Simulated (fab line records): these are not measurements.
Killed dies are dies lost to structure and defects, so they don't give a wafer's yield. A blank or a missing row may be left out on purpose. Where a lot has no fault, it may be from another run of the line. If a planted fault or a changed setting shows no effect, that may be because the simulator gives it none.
fab line records	flow sky130
record: lots: 14	wafers: 42	lastDay: 50
route steps=708 shown PWDE@54 NWELL@76 VT_ADJUST_NCORE@123
lots untouched by any fault: they come from a run of this same line in which no faults occurred
startH: start of the lot's first displayed wafer, in hours after the record's first day	waitH: hours elapsed since this lot's preceding step	" as in the row above	L1.1+2: a single row standing in for several wafers	- value missing, or start not given	* or withheld: withheld	< > ~ a bound
route shown NAME@n: NAME is a module with steps in the file, n the number in the route of the first one	usual: the fault-free wafers' mean and standard deviation	same: alike in all rows	chamber/n: place in a boat	sites: readings site by site	_std_site: the values' standard deviation	_edge_site: inner sites' mean taken away from outer sites' mean	radiusMm: for every site, how far away it sits from the centre of the wafer	mask NAME#n: copy n	behind: tool/chamber where the wafer was last shaped	hold: cause of the lot's hold/its duration in hours/its outcome	device: the n, p or np transistor that did not switch	end of line: tests of these same wafers at the route's end	for a step that has no rows: nothing shown but its recipe	killed: count of dies lost to structure and defects at first sort (not the wafer's yield)	map: a wafer's dies, marking killed ones x, the rest . and places with no die _
set.NAME: the setting that was run; set.NAME@STEP: the one run at that earlier step	model.NAME: the simulator's own value behind a step, which no gauge read
one table for each step of the route and one row for each wafer, over a sample of lots
services: when a tool's chamber went out of use (startH, in hours from the record's first day, below 0 if earlier), for how many hours, and the reason
== steps ==
step: SKY_PWDE_STRIP_09
recipe: chemistry: O2/N2	powerW: 1400	pressureMtorr: 1500	platenTempC: withheld	o2FlowSccm: 3000	n2FlowSccm: 300	overashFraction: 0.5
usual: chamberPressureMTorr: 1500.1/1.5	drypumpMotorCurrentA: 5.4/0.33	oesProductAu: 0.722/0.0045	stripTimeToEndpointS: 36.96/0.12
lot.wafer	tool	chamber	startH	waitH	chamberPressureMTorr	drypumpMotorCurrentA	oesProductAu	rfHoursCounterH	stripTimeToEndpointS
L842.1	plasmaAsher-01	0	65.94	0.1	1498.6	5.3	0.717	39	36.90
L842.5	"	1	"	"	1497.7	5.4	0.721	-	37.01
L842.6	"	0	"	"	1501.0	5.3	0.725	-	36.92
L843.1	plasmaAsher-01	1	72.10	0.1	1498.5	5.3	0.728	40	36.91
L843.2	"	0	"	"	1498.6	5.3	0.720	40	36.94
L843.5	"	0	"	"	1500.1	5.2	0.724	-	36.90
L845.2	plasmaAsher-03	0	81.95	0.1	1500.9	4.8	0.721	40	36.86
L845.4	"	0	"	"	1500.8	4.8	0.717	-	36.78
L845.5	"	1	"	"	1500.5	5.9	0.722	-	36.80
L848.3	plasmaAsher-01	0	102.97	0.1	1502.1	5.3	0.726	-	36.74
L848.5	"	1	"	"	1500.8	5.4	0.726	-	36.90
L848.6	"	0	"	"	1499.1	5.3	0.722	-	36.75
L849.2	plasmaAsher-03	0	105.20	0.1	1500.6	4.8	0.723	43	36.93
L849.5	"	1	"	"	1500.7	5.9	0.717	-	37.03
L849.6	"	0	"	"	1500.9	4.8	0.723	-	37.05
L850.3	plasmaAsher-03	0	111.67	0.1	1499.9	4.8	0.722	-	36.79
L850.4	"	1	"	"	1501.0	5.9	0.726	-	36.87
L850.5	"	0	"	"	1499.9	4.9	0.735	-	36.86
L852.3	plasmaAsher-01	1	123.52	0.1	1498.0	5.3	0.719	-	37.17
L852.5	"	1	"	"	1499.4	5.3	0.723	-	37.14
L852.6	"	0	"	"	1497.2	5.2	0.727	-	37.14
L858.3	plasmaAsher-01	0	161.33	0.1	1502.2	5.3	0.725	-	36.99
L858.4	"	1	"	"	1500.7	5.3	0.723	-	36.94
L858.6	"	0	"	"	1503.3	5.3	0.723	-	36.91
L860.2	plasmaAsher-04	1	178.59	0.1	1501.0	5.4	0.729	6	37.07
L860.3	"	0	"	"	1502.2	5.6	0.713	-	37.10
L860.6	"	0	"	"	1500.2	5.6	0.726	-	37.06
L859.1	plasmaAsher-03	0	178.60	0.1	1498.5	4.8	0.725	50	37.20
L859.3	"	0	"	"	1498.2	4.8	0.723	-	37.21
L859.4	"	1	"	"	1500.4	5.8	0.718	-	37.19
L861.1	plasmaAsher-01	1	178.94	0.1	1498.7	5.3	0.716	51	36.89
L861.2	"	0	"	"	1502.8	5.3	0.730	51	36.80
L861.3	"	0	"	"	1501.3	5.3	0.725	-	36.65
L863.2	plasmaAsher-04	0	186.45	0.1	1503.2	5.6	0.725	6	37.01
L863.3	"	0	"	"	1501.1	5.6	0.721	-	36.99
L863.5	"	0	"	"	1501.1	5.6	0.721	-	37.02
L862.2	plasmaAsher-03	1	187.10	0.1	1498.3	5.9	0.721	51	37.17
L862.4	"	1	"	"	1500.9	5.8	0.728	-	37.12
L862.6	"	0	"	"	1500.4	4.8	0.726	-	37.03
L864.2	plasmaAsher-01	0	194.95	0.1	1502.0	5.2	0.727	52	37.00
L864.3	"	0	"	"	1501.0	5.2	0.716	-	36.82
L864.5	"	1	"	"	1500.4	5.3	0.723	-	36.82
step: SKY_NWELL_OVL_MEAS_23
usual: NWELL_01_OVL: -0.8/1.2
lot.wafer	tool	chamber	startH	waitH	NWELL_01_OVL[nm]
L842.1	overlay-02	-	99.76	-	-0.4
L842.5	"	-	"	"	-1.2
L842.6	"	-	"	"	0.9
L843.1	overlay-02	-	106.01	-	-2.1
L843.2	"	-	"	"	-0.5
L843.5	"	-	"	"	-2.8
L845.2	overlay-02	-	117.62	-	-1.1
L845.4	"	-	"	"	-1.1
L845.5	"	-	"	"	-1.3
L848.3	overlay-02	-	138.92	-	-0.5
L848.5	"	-	"	"	0.9
L848.6	"	-	"	"	-1.1
L849.2	overlay-01	-	142.52	-	-0.4
L849.5	"	-	"	"	0.4
L849.6	"	-	"	"	-0.7
L850.3	overlay-01	-	149.06	-	0.4
L850.4	"	-	"	"	-0.2
L850.5	"	-	"	"	-0.2
L852.3	overlay-01	-	161.66	-	2.9
L852.5	"	-	"	"	0.6
L852.6	"	-	"	"	1.5
L858.3	overlay-02	-	202.88	-	0.3
L858.4	"	-	"	"	0.6
L858.6	"	-	"	"	0.8
L860.2	overlay-01	-	220.67	-	-2.0
L860.3	"	-	"	"	-1.1
L860.6	"	-	"	"	-1.1
L859.1	overlay-01	-	221.71	-	-0.6
L859.3	"	-	"	"	0.5
L859.4	"	-	"	"	-0.3
L861.1	overlay-01	-	221.96	-	0.1
L861.2	"	-	"	"	-1.6
L861.3	"	-	"	"	-0.6
L863.2	overlay-01	-	230.86	-	-0.2
L863.3	"	-	"	"	-2.4
L863.5	"	-	"	"	-1.6
L862.2	overlay-01	-	231.17	-	0.7
L862.4	"	-	"	"	-1.9
L862.6	"	-	"	"	-0.2
L864.2	overlay-01	-	239.77	-	-1.8
L864.3	"	-	"	"	0.5
L864.5	"	-	"	"	0.1
step: SKY_NWELL_RS_MEAS_31
recipe: thkMeasGauge: four-point-probe
usual: PWDE_RS: 5283/19
lot.wafer	tool	chamber	startH	waitH	PWDE_RS[ohm/sq]
L842.1	filmMetro-04	-	100.50	0.1	5282
L842.5	"	-	"	"	5277
L842.6	"	-	"	"	5274
L843.1	filmMetro-04	-	106.75	0.1	5312
L843.2	"	-	"	"	5286
L843.5	"	-	"	"	5276
L845.2	filmMetro-01	-	118.37	0.1	5227
L845.4	"	-	"	"	5277
L845.5	"	-	"	"	5263
L848.3	filmMetro-04	-	139.69	0.1	5311
L848.5	"	-	"	"	5289
L848.6	"	-	"	"	5282
L849.2	filmMetro-01	-	143.28	0.1	5267
L849.5	"	-	"	"	5264
L849.6	"	-	"	"	5263
L850.3	filmMetro-01	-	149.83	0.1	5283
L850.4	"	-	"	"	5283
L850.5	"	-	"	"	5270
L852.3	filmMetro-02	-	162.43	0.1	5271
L852.5	"	-	"	"	5258
L852.6	"	-	"	"	5239
L858.3	filmMetro-01	-	203.71	0.1	5256
L858.4	"	-	"	"	5273
L858.6	"	-	"	"	5279
L860.2	filmMetro-04	-	221.52	0.1	5285
L860.3	"	-	"	"	5284
L860.6	"	-	"	"	5299
L859.1	filmMetro-02	-	222.45	0.1	5302
L859.3	"	-	"	"	5278
L859.4	"	-	"	"	5256
L861.1	filmMetro-01	-	225.80	3.1	5294
L861.2	"	-	"	"	5269
L861.3	"	-	"	"	5281
L863.2	filmMetro-01	-	231.61	0.1	5309
L863.3	"	-	"	"	5278
L863.5	"	-	"	"	5294
L862.2	filmMetro-02	-	231.92	0.1	5277
L862.4	"	-	"	"	5275
L862.6	"	-	"	"	5293
L864.2	filmMetro-01	-	240.57	0.1	5257
L864.3	"	-	"	"	5277
L864.5	"	-	"	"	5263
step: SKY_VT_ADJUST_NCORE_EXPOSE_04
recipe: maskId: LVTN_COMPLEMENT_THIN	na: 0.6	sourceShape: conventional	sigmaOuter: 0.6	polarization: unpolarized	targetCdNm: 380	doseMj: 139
usual: exposureDoseMJCm2: 138.97/0.13	focusOffsetNm: 0.0/0.44	na: 0.6/0
lot.wafer	tool	chamber	startH	waitH	mask	exposureDoseMJCm2	focusOffsetNm	na
L842.1	ilineStepper-02	0	166.53	-	LVTN_COMPLEMENT_THIN#0	138.94	1.1	0.6
L842.5	"	0	"	"	LVTN_COMPLEMENT_THIN#0	139.06	0.2	0.6
L842.6	"	0	"	"	LVTN_COMPLEMENT_THIN#0	139.10	0.1	0.6
L843.1	ilineStepper-02	0	172.37	-	LVTN_COMPLEMENT_THIN#0	139.17	-0.4	0.6
L843.2	"	0	"	"	LVTN_COMPLEMENT_THIN#0	138.86	0.4	0.6
L843.5	"	0	"	"	LVTN_COMPLEMENT_THIN#0	138.85	0.0	0.6
L845.2	ilineStepper-02	0	186.60	-	LVTN_COMPLEMENT_THIN#0	139.13	-0.3	0.6
L845.4	"	0	"	"	LVTN_COMPLEMENT_THIN#0	138.97	-0.3	0.6
L845.5	"	0	"	"	LVTN_COMPLEMENT_THIN#0	139.03	-0.2	0.6
L848.3	ilineStepper-02	0	211.40	-	LVTN_COMPLEMENT_THIN#0	139.02	0.0	0.6
L848.5	"	0	"	"	LVTN_COMPLEMENT_THIN#0	138.86	-0.4	0.6
L848.6	"	0	"	"	LVTN_COMPLEMENT_THIN#0	138.80	-0.2	0.6
L849.2	ilineStepper-02	-	216.68	-	LVTN_COMPLEMENT_THIN#0	-	-	-
L849.5	"	-	"	"	LVTN_COMPLEMENT_THIN#0	-	-	-
L849.6	"	-	"	"	LVTN_COMPLEMENT_THIN#0	-	-	-
L850.3	ilineStepper-02	-	223.14	-	LVTN_COMPLEMENT_THIN#0	-	-	-
L850.4	"	-	"	"	LVTN_COMPLEMENT_THIN#0	-	-	-
L850.5	"	-	"	"	LVTN_COMPLEMENT_THIN#0	-	-	-
L852.3	ilineStepper-02	0	238.28	-	LVTN_COMPLEMENT_THIN#0	139.00	-0.3	0.6
L852.5	"	0	"	"	LVTN_COMPLEMENT_THIN#0	138.91	0.0	0.6
L852.6	"	0	"	"	LVTN_COMPLEMENT_THIN#0	138.93	-1.0	0.6
L858.3	ilineStepper-02	0	283.33	-	LVTN_COMPLEMENT_THIN#0	138.95	0.0	0.6
L858.4	"	0	"	"	LVTN_COMPLEMENT_THIN#0	138.98	0.2	0.6
L858.6	"	0	"	"	LVTN_COMPLEMENT_THIN#0	138.76	0.1	0.6
L860.2	ilineStepper-02	0	305.88	-	LVTN_COMPLEMENT_THIN#0	139.00	-0.4	0.6
L860.3	"	0	"	"	LVTN_COMPLEMENT_THIN#0	139.09	-1.0	0.6
L860.6	"	0	"	"	LVTN_COMPLEMENT_THIN#0	139.09	-0.8	0.6
L859.1	ilineStepper-02	0	306.21	-	LVTN_COMPLEMENT_THIN#0	138.98	0.5	0.6
L859.3	"	0	"	"	LVTN_COMPLEMENT_THIN#0	138.85	0.6	0.6
L859.4	"	0	"	"	LVTN_COMPLEMENT_THIN#0	139.05	0.3	0.6
L861.1	ilineStepper-02	0	310.10	-	LVTN_COMPLEMENT_THIN#0	139.00	0.0	0.6
L861.2	"	0	"	"	LVTN_COMPLEMENT_THIN#0	138.88	0.1	0.6
L861.3	"	0	"	"	LVTN_COMPLEMENT_THIN#0	138.93	-0.9	0.6
L863.2	ilineStepper-02	0	316.08	-	LVTN_COMPLEMENT_THIN#0	138.80	0.6	0.6
L863.3	"	0	"	"	LVTN_COMPLEMENT_THIN#0	138.93	0.2	0.6
L863.5	"	0	"	"	LVTN_COMPLEMENT_THIN#0	138.97	0.9	0.6
L862.2	ilineStepper-01	0	316.85	-	LVTN_COMPLEMENT_THIN#0	138.91	0.4	0.6
L862.4	"	0	"	"	LVTN_COMPLEMENT_THIN#0	138.91	-0.2	0.6
L862.6	"	0	"	"	LVTN_COMPLEMENT_THIN#0	139.02	0.5	0.6
L864.2	ilineStepper-01	0	327.97	-	LVTN_COMPLEMENT_THIN#0	138.89	-0.3	0.6
L864.3	"	0	"	"	LVTN_COMPLEMENT_THIN#0	138.85	-0.5	0.6
L864.5	"	0	"	"	LVTN_COMPLEMENT_THIN#0	138.85	0.5	0.6
== services ==
tool	chamber	startH	hours	kind
plasmaAsher-01	-	53.51	2.7	repair
plasmaAsher-03	-	54.79	16.5	repair
plasmaAsher-04	-	108.75	9.0	pm
plasmaAsher-04	0	108.75	9.0	ventCycle
plasmaAsher-04	1	108.75	9.0	ventCycle
plasmaAsher-04	0	117.75	-	clean
plasmaAsher-04	1	117.75	-	clean
plasmaAsher-03	-	124.51	0.5	repair
ilineStepper-02	-	126.94	1.7	pm
ilineStepper-01	0	133.45	-	calibration
ilineStepper-01	-	153.73	1.7	pm
plasmaAsher-04	-	160.57	2.8	repair
ilineStepper-01	-	168.20	5.2	repair
ilineStepper-01	-	180.88	3.0	repair
ilineStepper-01	-	212.50	7.9	repair
ilineStepper-02	0	222.37	-	calibration
plasmaAsher-01	-	247.52	18.3	repair
== key ==
firstSign: step: SKY_VT_ADJUST_NCORE_EXPOSE_04	reading: toolRecord	direction: missing
effect none on later readings
metAt SKY_VT_ADJUST_NCORE_EXPOSE_04
struckLots L849,L850
sortLeftOut L849.2,L849.5,L849.6,L850.3,L850.4,L850.5
testerLeftOut L849,L850
notActingAt SKY_PWDE_STRIP_09,SKY_NWELL_OVL_MEAS_23,SKY_NWELL_RS_MEAS_31
onsetBetween 211.40 216.68
fault: kind: skippedStepWhole	tool: ilineStepper-02	chamber: -	onsetH: 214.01	steps: SKY_VT_ADJUST_NCORE_EXPOSE_04	scope: struckLotsOnly
testerLeftOut: of these lots the tester's yield and bins aren't shown, on N5 and GAA mostly nor the transistor test; their killed dies are dies lost to structure and defects alone, not to doping, threshold or leakage, so they don't give the yield
sortLeftOut: the simulated sort isn't trusted on such a fault, so these wafers' sort isn't shown, and their yield isn't known
